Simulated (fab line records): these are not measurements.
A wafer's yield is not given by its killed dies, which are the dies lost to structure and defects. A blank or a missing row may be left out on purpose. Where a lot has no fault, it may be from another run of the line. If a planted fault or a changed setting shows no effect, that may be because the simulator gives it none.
A single fault, viewed from 2 desks :: flow sky130 :: each desk has only its own numbers; what lay behind them comes last

## FOR THE TOOL OWNER'S DESK: implanter-04
SKY_RES_XHIGH_IMPLANT_07, tool's own readings: per-lot mean of the sampled wafers with a number, covering each lot this tool ran. If a lot's mean is further than 4 standard deviations from the usual mean, the lot is out of limits and carries the mark OUT (the distance appears in the brackets).
Columns: A = beam energy keV at SKY_RES_XHIGH_IMPLANT_07, usual 20.001
lot: L405
first seen here: day 26 01:52
A: 19.999

lot: L408
first seen here: day 27 11:06
A: 20.007

lot: L409
first seen here: day 27 20:56
A: 20.002

lot: L414
first seen here: day 29 14:07
A: 19.539 (-69) OUT

lot: L416
first seen here: day 30 05:47
A: 19.533 (-70) OUT

lot: L426
first seen here: day 34 02:13
A: 20.008

lot: L425
first seen here: day 34 03:39
A: 19.999

lot: L427
first seen here: day 34 04:17
A: 20.007
Finding of this desk: L414, L416 out of limits; the first was L414 at day 29 14:07, on beam energy keV at SKY_RES_XHIGH_IMPLANT_07. L405, L408, L409, L426, L425, L427 stayed within limits.

## THE METROLOGY DESK
Lot by lot, what the gauges showed, no matter which tool ran the lot: averages of those sampled wafers that carry a number. If a lot's mean is further than 4 standard deviations from the usual mean, the lot is out of limits and carries the mark OUT (the distance appears in the brackets).
Columns: A = LDD_P_OVL at SKY_LDD_P_OVL_MEAS_08, usual 0.6 nm; B = LDD_HVP_OVL at SKY_LDD_HVP_OVL_MEAS_07, usual -0.3 nm; C = SD_P_OVL at SKY_SD_P_OVL_MEAS_08, usual 0.2 nm
lot: L405
first seen here: day 18 12:29
A: 0.9
B: -1.6
C: -0.9

lot: L406
first seen here: day 18 23:22
A: 0.6
B: -0.4
C: 0.1

lot: L408
first seen here: day 19 20:47
A: 1.1
B: -2.3
C: 0.5

lot: L409
first seen here: day 20 05:52
A: -0.4
B: 0.7
C: 0.1

lot: L410
first seen here: day 20 21:11
A: -1.3
B: -0.7
C: 1.3

lot: L414
first seen here: day 22 03:53
A: 0.4
B: -0.2
C: 0.9

lot: L416
first seen here: day 22 22:05
A: 1.5
B: -1.1
C: -2.0

lot: L420
first seen here: day 24 12:19
A: 0.8
B: -1.7
C: 1.8

lot: L422
first seen here: day 25 16:53
A: 1.5
B: 0.4
C: 2.2

lot: L423
first seen here: day 26 05:33
A: 0.1
B: 0.2
C: 1.6

lot: L426
first seen here: day 26 23:56
A: 1.1
B: 0.8
C: 0.0

lot: L425
first seen here: day 27 01:29
A: 0.3
B: -1.1
C: -0.4

lot: L427
first seen here: day 27 02:11
A: 0.9
B: -0.9
C: 0.4

lot: L428
first seen here: day 28 23:59
A: 1.2
B: 0.3
C: 0.2
Result from this desk: across the 14 lots, nothing is out of limits.

## TAKEN TOGETHER
At day 29 14:07, on L414, L416, the tool owner's desk was in a position to raise an alarm.
Metrology desk: nothing out of limits seen.
The metrology desk holds a record of L414, L416, inside its limits.
On implanter-04, each named lot ran SKY_RES_XHIGH_IMPLANT_07.

## WHAT HAD BEEN PUT IN BY THE SIMULATOR
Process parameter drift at SKY_RES_XHIGH_IMPLANT_07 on implanter-04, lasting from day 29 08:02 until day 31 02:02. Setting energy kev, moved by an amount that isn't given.
Shown lots that were struck: L414, L416.
How many hours passed from the start of the fault until each desk's first out-of-limits reading: the tool owner's desk, 6.
